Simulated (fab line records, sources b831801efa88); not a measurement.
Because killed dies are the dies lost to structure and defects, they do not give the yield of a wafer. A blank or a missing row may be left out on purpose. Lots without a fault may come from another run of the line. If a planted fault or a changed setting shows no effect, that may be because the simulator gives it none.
The same fault as seen by 2 desks	flow gf180mcu	each desk has only its own numbers; what lay behind them comes last

## FOR THE TOOL OWNER'S DESK: iline stepper-02
The tool's own readings at GF_DNWELL_EXPOSE_04 (exposes mask DNWELL, target cd 1700 nm): means of the sampled wafers that have a number, for each lot that ran on this tool. The brackets show how far a lot's mean lies from the usual mean; more than 4 standard deviations puts the lot out of limits, marked OUT.
Columns: A = exposure dose mJ cm2 at GF_DNWELL_EXPOSE_04, usual 260.02
lot	first seen here	A
L864	day 3 04:23	259.60
L872	day 4 22:22	247.31 (-49) OUT
L874	day 5 07:58	247.22 (-49) OUT
Finding of this desk: L872, L874 out of limits; the first was L872 at day 4 22:22, on exposure dose mJ cm2 at GF_DNWELL_EXPOSE_04. Within limits: L864.

## METROLOGY DESK
What the gauges read, lot by lot, whatever tool the lot ran on: means of the sampled wafers that have a number. The brackets show how far a lot's mean lies from the usual mean; more than 4 standard deviations puts the lot out of limits, marked OUT.
Columns: A = STI_CVD_23_THK at GF_STI_THK_MEAS_24, usual 647 nm; B = STI_OXIDATION_02_THK at GF_STI_THK_MEAS_30, usual 10.02 nm
lot	first seen here	A	B
L863	day 2 13:31	643	9.87
L864	day 2 19:26	660	9.92
L872	day 4 13:04	647	10.09
L874	day 4 22:07	645	10.47
L876	day 5 08:02	652	9.94
L881	day 6 11:14	650	9.99
This desk's verdict: no lot among the 6 shows anything out of limits.

## PUT TOGETHER
The tool owner's desk could have raised an alarm at day 4 22:22, on L872, L874.
The metrology desk saw nothing out of limits.
The metrology desk holds a record of L872, L874, inside its limits.
GF_DNWELL_EXPOSE_04 was run on iline stepper-02 by each of the lots named.

## WHAT THE SIMULATOR HAD INSERTED
Process parameters drifting: iline stepper-02 at GF_DNWELL_EXPOSE_04, beginning at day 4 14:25. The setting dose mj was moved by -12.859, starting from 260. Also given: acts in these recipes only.
Lots struck among those shown: L872, L874.
Delay in hours, fault start to first out-of-limits reading, by desk: the tool owner's desk at 8.
